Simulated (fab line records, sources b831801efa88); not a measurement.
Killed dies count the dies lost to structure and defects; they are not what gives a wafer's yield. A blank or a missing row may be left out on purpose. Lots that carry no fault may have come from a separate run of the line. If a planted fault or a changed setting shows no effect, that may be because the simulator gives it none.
Chamber matching ; flow gf180mcu ; 4 sister chambers for GF_PASSIVATION_ETCH_11 on rie-diel-03
The step etches the open film in CF4/O2, stops on TiN, target depth 1800 nm, time 400 s. 7 wafers are shown with their chamber, then 7 later ones without.

== WAFERS, EACH WITH ITS CHAMBER ==
wafer;chamber;drypump-motor-current-A (A);throttle-valve-pct (%)
L076.5;0;6.02;5.948
L085.2;2;5.83;5.968
L088.2;1;6.24;5.944
L088.3;3;5.63;5.946
L088.6;2;5.78;5.974
L092.2;0;5.98;5.952
L092.3;1;6.23;5.949

== WAFERS MISSING THEIR CHAMBER ==
wafer;drypump-motor-current-A (A);throttle-valve-pct (%)
L092.5;5.78;5.949
L093.1;5.81;5.963
L093.3;6.02;5.967
L093.6;5.99;5.969
L094.2;6.25;5.958
L094.5;5.65;5.963
L094.6;5.83;5.956

== EACH ONE'S CHAMBER ==
wafer;from the rows above;in truth
L092.5;can't be placed: 3 or 2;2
L093.1;2;2
L093.3;0;0
L093.6;can't be placed: 0 or 2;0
L094.2;1;1
L094.5;can't be placed: 3 or 2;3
L094.6;2;2
Placed correctly: 4 of 7. Not placeable from these rows: 3 (in 3, the candidates include the true chamber). Placed wrongly: 0.
How it was worked out, from the rows above alone: a wafer's distance from a chamber is the root of the sum, over the readings, of the square of ((its reading less the chamber's mean) divided by the reading's scatter). The wafer belongs to the nearest chamber; if the next one is less than 2 further off, it can't be placed. For every chamber, the mean is computed from those of its wafers that are shown. How the scatter is found: for the shown wafers, subtract from each reading the mean of its chamber, square and add these, divide the total by (wafers less chambers), then take the root.
